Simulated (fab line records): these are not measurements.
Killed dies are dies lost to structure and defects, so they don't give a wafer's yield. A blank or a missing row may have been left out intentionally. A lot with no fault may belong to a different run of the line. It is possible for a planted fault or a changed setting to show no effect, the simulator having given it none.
Which tool is to blame?	flow gf180mcu	at 1 step of a route of 602, 14 lots with 42 wafers sampled

## WHAT THE GAUGES READ, wafer by wafer
GF_M5_OVL_MEAS_08. Usual: M5_OVL 3 nm, standard deviation 5.8.
lot	measured	on	M5_OVL (nm)	flag
L825	day 26 14:58	overlay-01	17 19 15	
L829	day 28 00:37	overlay-01	5 4 1	
L830	day 28 02:58	overlay-01	1 1 9	
L831	day 28 11:56	overlay-01	5 8 10	
L832	day 28 20:19	overlay-01	-7 -9 -10	
L833	day 29 05:14	overlay-02	1 -2 -1	
L836	day 30 00:00	overlay-01	6 2 5	
L841	day 31 13:51	overlay-02	6 5 3	
L842	day 31 21:53	overlay-01	8 -6 6	
L843	day 32 01:28	overlay-01	1 -1 -4	
L844	day 32 10:15	overlay-02	-1 0 -2	
L845	day 32 10:58	overlay-01	10 4 1	
L846	day 32 13:43	overlay-02	9 11 9	
L847	day 32 16:45	overlay-02	-6 3 1	

## TOOL THAT RAN EACH LOT (tool first, then ch and the chambers of the sampled wafers, then the start)
There is no process step in the record ahead of these readings.

## WHAT THE TOOLS THEMSELVES READ (means of the sampled wafers that have a number; where no wafer has one, the mark that the record gives instead)
The record holds no such reading with a usual standard deviation.

## THE ANSWER, worked out from the rows above alone
Rule: lot off if the mean of its wafers having a number is beyond 3 standard deviations from the usual mean. Also off: a lot with no number at a reading for which 4 or more lots have one. Any other lot the step has rows for is counted as sound. The gauges are gone through in route order, then the tools' own readings, and for those a lot's mean is taken as printed above. The first step at which some lot is off is used, and at that step the reading that is off furthest; a lot without a number counts as furthest.
Nothing can be told from this: no lot is off at any reading shown.

## WHAT THE SIMULATOR HAD PUT IN
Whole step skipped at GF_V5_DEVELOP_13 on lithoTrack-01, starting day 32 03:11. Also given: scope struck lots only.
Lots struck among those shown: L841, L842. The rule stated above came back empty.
